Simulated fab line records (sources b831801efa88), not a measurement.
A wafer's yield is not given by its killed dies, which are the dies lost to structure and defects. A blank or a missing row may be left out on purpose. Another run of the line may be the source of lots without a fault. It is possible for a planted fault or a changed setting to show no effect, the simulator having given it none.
fab line records ; flow sky130
[record] lots = 12; wafers = 36; last_day = 50
route steps=708 shown VIA1@479 VIA4@640 METAL5@662 PAD_OPEN@708
lots untouched by any fault: they come from a run of this same line in which no faults occurred
start_h: hours from the record's first day to the start of the lot's first wafer shown ; wait_h: time in hours since the lot's previous step ; " unchanged from the row above ; L1.1+2: one row covering several wafers at once ; - no value, or no start given ; * or withheld: withheld ; < > ~ a bound
route shown NAME@n: a module of which the file shows steps, and the number in the route of the first ; usual: mean/standard deviation of fault-free wafers ; same: alike in all rows ; chamber/n: place in a boat ; sites: per-site readings ; _std_site: how widely they spread, as a standard deviation ; _edge_site: outer sites' mean less inner sites' ; radius_mm: for every site, how far away it sits from the centre of the wafer ; mask NAME#n: copy n ; behind: the tool/chamber that last shaped the wafer ; hold: what put the lot on hold/how long, in hours/how the hold closed ; device: the n, p or np transistor that did not switch ; end of line: the route-end tests of the same wafers ; step lacking rows: just its recipe ; killed: the dies lost at the first sort to structure and to defects; this is not the yield of the wafer ; map: the dies of a wafer, with x for killed, . for not killed, _ for no die there
set.NAME: setting as actually run; set.NAME@STEP: the setting as run at that earlier step ; model.NAME: the simulator's own value behind a step, which no gauge read
a sample of lots followed through the steps of the route, with each step as a table and each wafer as a row
services: a tool's chamber out of use, with start hour (start_h, from the record's first day; less than 0 if before it), hours out, and reason
[[steps]]
[step SKY_VIA1_CVD_21]
[recipe] material = W; target_thk_nm = 270; time_s = 80.902; temp_c = 400; pressure_torr = 40
[usual] heater_power_w = 839/45
lot.wafer;tool;chamber;start_h;wait_h;heater_power_w;since_wet_clean_h
L945.1;cvd_w-01;1;801.66;0.0;836;898
L945.3;cvd_w-01;0;801.66;0.0;827;-
L945.4;cvd_w-01;1;801.66;0.0;860;-
L946.1;cvd_w-02;1;803.21;0.0;896;399
L946.5;cvd_w-02;1;803.21;0.0;903;-
L946.6;cvd_w-02;0;803.21;0.0;807;-
L947.1;cvd_w-02;1;809.41;0.0;876;405
L947.3;cvd_w-02;0;809.41;0.0;833;-
L947.5;cvd_w-02;1;809.41;0.0;888;-
L948.1;cvd_w-01;0;820.34;0.0;802;916
L948.2;cvd_w-01;0;820.34;0.0;803;-
L948.3;cvd_w-01;0;820.34;0.0;792;-
L950.2;cvd_w-02;1;836.29;0.0;925;432
L950.4;cvd_w-02;0;836.29;0.0;821;-
L950.6;cvd_w-02;1;836.29;0.0;889;-
L951.2;cvd_w-01;0;836.67;0.1;821;-
L951.3;cvd_w-01;0;836.67;0.1;773;-
L951.6;cvd_w-01;0;836.67;0.1;789;-
L953.3;cvd_w-01;0;857.19;0.1;799;-
L953.5;cvd_w-01;0;857.19;0.1;823;-
L953.6;cvd_w-01;1;857.19;0.1;839;-
L964.1;cvd_w-02;0;931.54;0.0;839;528
L964.5;cvd_w-02;1;931.54;0.0;904;-
L964.6;cvd_w-02;0;931.54;0.0;841;-
L965.3;cvd_w-02;1;935.78;0.1;906;-
L965.5;cvd_w-02;0;935.78;0.1;847;-
L965.6;cvd_w-02;1;935.78;0.1;925;-
L966.2;cvd_w-01;1;951.14;0.0;839;33
L966.4;cvd_w-01;0;951.14;0.0;776;-
L966.5;cvd_w-01;0;951.14;0.0;774;-
L967.4;cvd_w-01;1;957.72;0.1;834;-
L967.5;cvd_w-01;0;957.72;0.1;782;-
L967.6;cvd_w-01;1;957.72;0.1;849;-
L968.1;cvd_w-02;0;966.22;0.0;804;562
L968.5;cvd_w-02;1;966.22;0.0;913;-
L968.6;cvd_w-02;0;966.22;0.0;828;-
[step SKY_VIA4_THK_MEAS_01]
[recipe] reads = SiO2_of_VIA4_HDPCVD_00
[usual] VIA4_HDPCVD_THK = 1758/23
lot.wafer;tool;chamber;start_h;wait_h;VIA4_HDPCVD_THK[nm]
L945.1;film_metro-04;-;988.44;0.1;1749
L945.3;film_metro-04;-;988.44;0.1;1764
L945.4;film_metro-04;-;988.44;0.1;1761
L946.1;film_metro-01;-;990.51;0.1;1745
L946.5;film_metro-01;-;990.51;0.1;1761
L946.6;film_metro-01;-;990.51;0.1;1790
L947.1;film_metro-02;-;994.12;0.1;1755
L947.3;film_metro-02;-;994.12;0.1;1771
L947.5;film_metro-02;-;994.12;0.1;1749
L948.1;film_metro-01;-;1006.10;0.1;1757
L948.2;film_metro-01;-;1006.10;0.1;1723
L948.3;film_metro-01;-;1006.10;0.1;1726
L950.2;film_metro-01;-;1020.92;0.1;1747
L950.4;film_metro-01;-;1020.92;0.1;1739
L950.6;film_metro-01;-;1020.92;0.1;1738
L951.2;film_metro-02;-;1021.08;0.1;1769
L951.3;film_metro-02;-;1021.08;0.1;1733
L951.6;film_metro-02;-;1021.08;0.1;1737
L953.3;film_metro-04;-;1036.45;0.1;1764
L953.5;film_metro-04;-;1036.45;0.1;1792
L953.6;film_metro-04;-;1036.45;0.1;1775
L964.1;film_metro-02;-;1100.98;0.1;1811
L964.5;film_metro-02;-;1100.98;0.1;1759
L964.6;film_metro-02;-;1100.98;0.1;1788
L965.3;film_metro-01;-;1105.28;0.1;1744
L965.5;film_metro-01;-;1105.28;0.1;1710
L965.6;film_metro-01;-;1105.28;0.1;1775
L966.2;film_metro-01;-;1121.86;0.1;1776
L966.4;film_metro-01;-;1121.86;0.1;1715
L966.5;film_metro-01;-;1121.86;0.1;1778
L967.4;film_metro-02;-;1124.00;0.0;1796
L967.5;film_metro-02;-;1124.00;0.0;1730
L967.6;film_metro-02;-;1124.00;0.0;1770
L968.1;film_metro-04;-;1129.74;0.1;1707
L968.5;film_metro-04;-;1129.74;0.1;1743
L968.6;film_metro-04;-;1129.74;0.1;1722
[step SKY_VIA4_CMP_02]
[recipe] material = SiO2; down_force_psi = 4; platen_rpm = 60; pad_velocity_m_s = 0.94248
[usual] head_pressure_psi = 4.001/0.0079; motor_current_A = 12.8/1; retaining_ring_pressure_frac = 1.001/0.0053; slurry_flow_ml_min = 150.0/0.46
lot.wafer;tool;chamber;start_h;wait_h;head_pressure_psi;motor_current_A;retaining_ring_pressure_frac;slurry_flow_ml_min
L945.4;cmp-02;3;988.55;0.1;4.003;11.9;0.991;150.1
L945.1;cmp-02;0;988.55;0.1;4.014;13.2;1.007;150.5
L945.3;cmp-02;1;988.55;0.1;3.999;13.1;0.995;149.9
L946.1;cmp-02;0;990.57;0.1;4.011;13.1;1.003;150.0
L946.6;cmp-02;0;990.57;0.1;4.006;12.4;0.997;150.7
L946.5;cmp-02;1;990.57;0.1;4.002;13.0;1.002;150.7
L947.3;cmp-01;2;994.23;0.1;4.003;11.6;1.002;149.8
L947.1;cmp-01;3;994.23;0.1;4.001;13.0;1.005;150.0
L947.5;cmp-01;2;994.23;0.1;3.997;11.6;1.001;149.9
L948.2;cmp-02;0;1006.16;0.0;3.991;12.6;1.006;149.9
L948.1;cmp-02;1;1006.16;0.0;4.015;13.5;1.000;150.3
L948.3;cmp-02;3;1006.16;0.0;4.001;12.1;1.000;149.1
L950.2;cmp-02;3;1020.97;0.0;3.998;12.0;0.994;150.7
L950.4;cmp-02;0;1020.97;0.0;4.007;13.2;1.002;149.3
L950.6;cmp-02;0;1020.97;0.0;4.011;12.9;1.007;149.9
L951.2;cmp-01;1;1021.13;0.0;3.994;14.6;1.001;149.7
L951.3;cmp-01;3;1021.13;0.0;3.992;13.7;1.003;150.2
L951.6;cmp-01;2;1021.13;0.0;3.990;11.0;1.006;149.9
L953.3;cmp-02;3;1036.64;0.2;3.991;12.3;1.010;149.6
L953.6;cmp-02;2;1036.64;0.2;4.004;11.6;1.007;149.5
L953.5;cmp-02;3;1036.64;0.2;3.993;12.1;0.996;149.4
L964.1;cmp-02;3;1101.58;0.6;3.993;12.0;0.999;149.7
L964.5;cmp-02;0;1101.58;0.6;4.007;12.5;1.002;149.1
L964.6;cmp-02;1;1101.58;0.6;3.984;12.9;1.004;149.9
L965.3;cmp-01;2;1105.37;0.1;3.990;11.0;1.005;149.4
L965.6;cmp-01;1;1105.37;0.1;4.003;13.9;0.993;150.9
L965.5;cmp-01;2;1105.37;0.1;3.994;10.8;0.996;149.5
L966.2;cmp-02;0;1121.91;0.0;4.012;11.8;0.992;150.1
L966.4;cmp-02;2;1121.91;0.0;3.997;11.3;1.002;150.0
L966.5;cmp-02;0;1121.91;0.0;4.007;12.5;1.005;149.6
L967.4;cmp-02;1;1124.13;0.1;4.002;13.1;0.997;150.2
L967.5;cmp-02;3;1124.13;0.1;4.004;12.9;1.012;150.8
L967.6;cmp-02;0;1124.13;0.1;4.001;13.1;1.001;150.3
L968.1;cmp-02;3;1129.95;0.2;4.008;12.4;1.007;150.0
L968.5;cmp-02;0;1129.95;0.2;3.999;12.6;1.009;150.4
L968.6;cmp-02;1;1129.95;0.2;3.973;13.2;1.006;149.9
[step SKY_METAL5_SPUTTER_01]
[recipe] material = TiN; target_thk_nm = 20; power_w = 6500; time_s = 16.7; chamber_pressure_pa = 0.4
[usual] throttle_valve_pct = 29.1/0.57
lot.wafer;tool;chamber;start_h;wait_h;throttle_valve_pct
L945.1;pvd_sputter-03;-;1013.41;0.0;29.5
L945.3;pvd_sputter-03;-;1013.41;0.0;28.6
L945.4;pvd_sputter-03;-;1013.41;0.0;29.0
L946.1;pvd_sputter-01;-;1015.33;0.0;29.1
L946.5;pvd_sputter-01;-;1015.33;0.0;28.7
L946.6;pvd_sputter-01;-;1015.33;0.0;28.6
L947.1;pvd_sputter-03;-;1019.43;0.0;28.6
L947.3;pvd_sputter-03;-;1019.43;0.0;29.7
L947.5;pvd_sputter-03;-;1019.43;0.0;29.0
L948.1;pvd_sputter-03;-;1031.07;0.0;29.1
L948.2;pvd_sputter-03;-;1031.07;0.0;29.8
L948.3;pvd_sputter-03;-;1031.07;0.0;28.8
L950.2;pvd_sputter-03;-;1045.11;0.0;29.4
L950.4;pvd_sputter-03;-;1045.11;0.0;28.9
L950.6;pvd_sputter-03;-;1045.11;0.0;29.7
L951.2;pvd_sputter-01;-;1045.41;0.0;28.9
L951.3;pvd_sputter-01;-;1045.41;0.0;29.9
L951.6;pvd_sputter-01;-;1045.41;0.0;28.8
L953.3;pvd_sputter-01;-;1061.03;0.0;28.9
L953.5;pvd_sputter-01;-;1061.03;0.0;28.8
L953.6;pvd_sputter-01;-;1061.03;0.0;28.9
L964.1;pvd_sputter-04;-;1123.36;0.0;29.1
L964.5;pvd_sputter-04;-;1123.36;0.0;29.0
L964.6;pvd_sputter-04;-;1123.36;0.0;29.2
L965.3;pvd_sputter-03;-;1126.73;0.0;28.6
L965.5;pvd_sputter-03;-;1126.73;0.0;28.6
L965.6;pvd_sputter-03;-;1126.73;0.0;28.5
L966.2;pvd_sputter-03;-;1142.99;0.0;29.1
L966.4;pvd_sputter-03;-;1142.99;0.0;29.4
L966.5;pvd_sputter-03;-;1142.99;0.0;29.7
L967.4;pvd_sputter-03;-;1144.57;0.0;28.9
L967.5;pvd_sputter-03;-;1144.57;0.0;28.8
L967.6;pvd_sputter-03;-;1144.57;0.0;28.6
L968.1;pvd_sputter-01;-;1149.34;0.0;30.8
L968.5;pvd_sputter-01;-;1149.34;0.0;28.7
L968.6;pvd_sputter-01;-;1149.34;0.0;28.2
[step SKY_PAD_OPEN_PROBE_99]
[usual] defect_limited_yield = 82.4/1.9; killed_at_M0_to_M3 = 44/6.5; killed_at_M4_up = 2.9/1.7; killed_at_contacts = 24/5.7; killed_at_front_end = 16/4.4; killed_at_other = 0.2/0.48; killed_dies = 87/9.6; killed_open = 48/6.7; killed_short = 38/6.2; sort_bin_3_pad_short = 0.8/0.39; sort_bin_5_function = 10.5/1.6; sort_bin_6_memory = 6.4/1; sort_n_pass = 405/9.5; sort_yield_pct = 82.3/1.9
[same] gross_dies = 492; killed_at_back_side = 0; sort_bin_4_leakage[%] = 0; sort_bin_8_speed[%] = 0
lot.wafer;tool;chamber;start_h;wait_h;defect_limited_yield[%];killed_at_M0_to_M3;killed_at_M4_up;killed_at_contacts;killed_at_front_end;killed_at_other;killed_dies;killed_open;killed_short;sort_bin_3_pad_short[%];sort_bin_5_function[%];sort_bin_6_memory[%];sort_n_pass;sort_yield_pct[%]
L946.1;prober-01;-;1085.79;0.1;82.3;47;2;22;16;0;87;45;42;0.6;12.2;4.9;405;82.3
L946.5;prober-01;-;1085.99;0.2;84.8;34;3;15;22;1;75;37;38;1.0;8.1;6.1;417;84.8
L946.6;prober-01;-;1086.04;0.2;80.9;55;2;19;18;0;94;50;44;1.0;9.8;8.3;398;80.9
L953.3;prober-01;-;1126.83;0.2;82.3;50;1;19;17;0;87;51;36;1.6;11.2;4.9;405;82.3
L953.5;prober-01;-;1126.93;0.2;77.6;58;6;28;18;0;110;53;57;1.0;13.6;7.7;382;77.6
L953.6;prober-01;-;1126.98;0.2;74.4;89;1;27;9;0;126;44;30;2.4;17.5;5.7;366;74.4
L964.1;prober-01;-;1182.29;0.1;83.1;48;2;26;7;0;83;50;33;0.4;10.0;6.5;409;83.1
L964.5;prober-01;-;1182.49;0.2;82.7;53;3;17;10;2;85;51;32;0.6;10.8;5.9;407;82.7
L964.6;prober-01;-;1182.54;0.2;82.5;45;3;23;15;0;86;45;41;0.6;10.2;6.7;406;82.5
L966.2;prober-02;-;1198.19;0.1;82.3;46;4;17;19;1;87;58;28;0.6;10.8;6.3;405;82.3
L966.4;prober-02;-;1198.29;0.2;81.1;59;1;15;18;0;93;55;38;0.6;13.0;5.3;399;81.1
L966.5;prober-02;-;1198.34;0.2;79.5;51;4;24;22;0;101;55;46;0.4;12.6;7.5;391;79.5
// killed by level:class
L946.1 VIA2:geometric_particle:open=11 VIA1:geometric_particle:open=9 CONTACT:geometric_particle:short=7 LI_CONTACT:geometric_particle:open=6 CONTACT:geometric_particle:open=5 METAL1:geometric_particle:short=5 FIELD_ISO:geometric_particle:short=4 LOCAL_INTERCONNECT:geometric_particle:short=4
L946.5 FIELD_ISO:geometric_particle:short=11 CONTACT:geometric_particle:open=7 VIA1:geometric_particle:open=6 FIELD_ISO:geometric_particle:open=5 VIA2:geometric_particle:open=5 METAL1:geometric_particle:short=5 LI_CONTACT:geometric_particle:open=4 VIA1:geometric_particle:short=3
L946.6 VIA1:geometric_particle:open=11 METAL2:geometric_particle:short=10 VIA3:geometric_particle:open=8 VIA2:geometric_particle:open=7 CONTACT:geometric_particle:open=6 FIELD_ISO:geometric_particle:open=5 POLY_GATE:geometric_particle:short=5 VIA1:geometric_particle:short=5
L953.3 VIA1:geometric_particle:open=14 METAL3:geometric_particle:short=9 LI_CONTACT:geometric_particle:open=7 FIELD_ISO:geometric_particle:open=6 VIA3:geometric_particle:open=6 FIELD_ISO:geometric_particle:short=5 VIA1:geometric_particle:short=5 VIA2:geometric_particle:open=5
L953.5 VIA2:geometric_particle:open=12 VIA1:geometric_particle:open=12 CONTACT:geometric_particle:short=8 LI_CONTACT:geometric_particle:short=8 METAL2:geometric_particle:short=7 VIA3:geometric_particle:open=6 FIELD_ISO:geometric_particle:open=5 FIELD_ISO:geometric_particle:short=5
L953.6 VIA1:unspecified=52 VIA1:geometric_particle:open=10 LI_CONTACT:geometric_particle:open=9 CONTACT:geometric_particle:open=9 VIA2:geometric_particle:open=7 LOCAL_INTERCONNECT:geometric_particle:short=6 VIA3:geometric_particle:short=4 METAL1:geometric_particle:short=3
L964.1 VIA2:geometric_particle:open=14 CONTACT:geometric_particle:open=10 VIA1:geometric_particle:open=10 LI_CONTACT:geometric_particle:open=7 METAL1:geometric_particle:short=6 METAL3:geometric_particle:short=4 LOCAL_INTERCONNECT:geometric_particle:short=4 VIA1:geometric_particle:short=4
L964.5 VIA3:geometric_particle:open=13 VIA1:geometric_particle:open=11 VIA2:geometric_particle:open=8 CONTACT:geometric_particle:open=7 METAL2:geometric_particle:short=6 LI_CONTACT:geometric_particle:open=4 METAL1:geometric_particle:short=4 VIA3:geometric_particle:short=4
L964.6 METAL2:geometric_particle:short=11 LI_CONTACT:geometric_particle:open=7 CONTACT:geometric_particle:open=7 VIA1:geometric_particle:open=7 VIA3:geometric_particle:open=7 FIELD_ISO:geometric_particle:short=5 LOCAL_INTERCONNECT:geometric_particle:short=5 FIELD_ISO:geometric_particle:open=4
L966.2 VIA1:geometric_particle:open=15 VIA3:geometric_particle:open=8 POLY_GATE:geometric_particle:open=6 FIELD_ISO:geometric_particle:open=6 CONTACT:geometric_particle:open=6 LI_CONTACT:geometric_particle:open=5 METAL3:geometric_particle:short=5 VIA1:geometric_particle:short=4
L966.4 VIA1:geometric_particle:open=20 VIA1:geometric_particle:short=9 VIA3:geometric_particle:open=7 POLY_GATE:geometric_particle:short=5 LI_CONTACT:geometric_particle:open=5 CONTACT:geometric_particle:open=5 METAL1:geometric_particle:short=4 METAL2:geometric_particle:short=4
L966.5 VIA1:geometric_particle:open=11 VIA3:geometric_particle:open=9 POLY_GATE:geometric_particle:open=8 LI_CONTACT:geometric_particle:open=8 METAL2:geometric_particle:short=8 CONTACT:geometric_particle:open=7 METAL1:geometric_particle:short=7 POLY_GATE:geometric_particle:short=5
[[services]]
tool;chamber;start_h;hours;kind
cvd_w-02;-;781.46;2.8;pm
cmp-02;-;781.63;3.2;pm
cmp-02;-;790.58;0.8;repair
cmp-02;-;803.06;4.3;repair
cmp-02;-;806.43;1.7;repair
cvd_w-01;1;810.56;39.7;repair
pvd_sputter-03;-;818.83;13.6;repair
pvd_sputter-03;-;843.01;26.9;repair
pvd_sputter-03;-;857.44;0.9;repair
cvd_w-02;-;875.88;1.3;repair
cmp-02;-;900.34;5.1;repair
cvd_w-01;-;904.00;14.0;pm
cvd_w-02;1;905.07;6.9;repair
cmp-02;-;924.73;4.0;pm
pvd_sputter-03;-;933.42;75.8;repair
cvd_w-01;1;939.89;4.4;repair
pvd_sputter-03;-;942.90;1.0;repair
pvd_sputter-03;-;955.82;7.4;repair
cmp-02;-;973.67;5.3;pm
cmp-02;-;986.96;0.8;repair
pvd_sputter-03;-;993.59;5.8;repair
cvd_w-01;0;1069.06;7.0;repair
cmp-02;-;1094.55;1.5;repair
pvd_sputter-03;-;1126.90;0.8;repair
[[key]]
[first_sign] step = SKY_PAD_OPEN_PROBE_99; reading = killed_at_M0_to_M3; direction = up; sigmas = 6.9; usual = 44; struck = 89
[effect] step = SKY_PAD_OPEN_PROBE_99; reading = sort_bin_5_function; direction = up; sigmas = 4.4; usual = 10.5; struck = 17.5
met_at SKY_VIA1_CVD_21
struck_lots L953
struck_wafers L953.6
not_acting_at SKY_VIA4_THK_MEAS_01,SKY_VIA4_CMP_02,SKY_METAL5_SPUTTER_01
onset_between 801.66 857.19
[fault] kind = chamber_particle_source; tool = cvd_w-01; chamber = 1; onset_h = 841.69; steps = SKY_VIA1_CVD_21; rate_per_visit_cm2 = 0.75598; end_h = 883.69
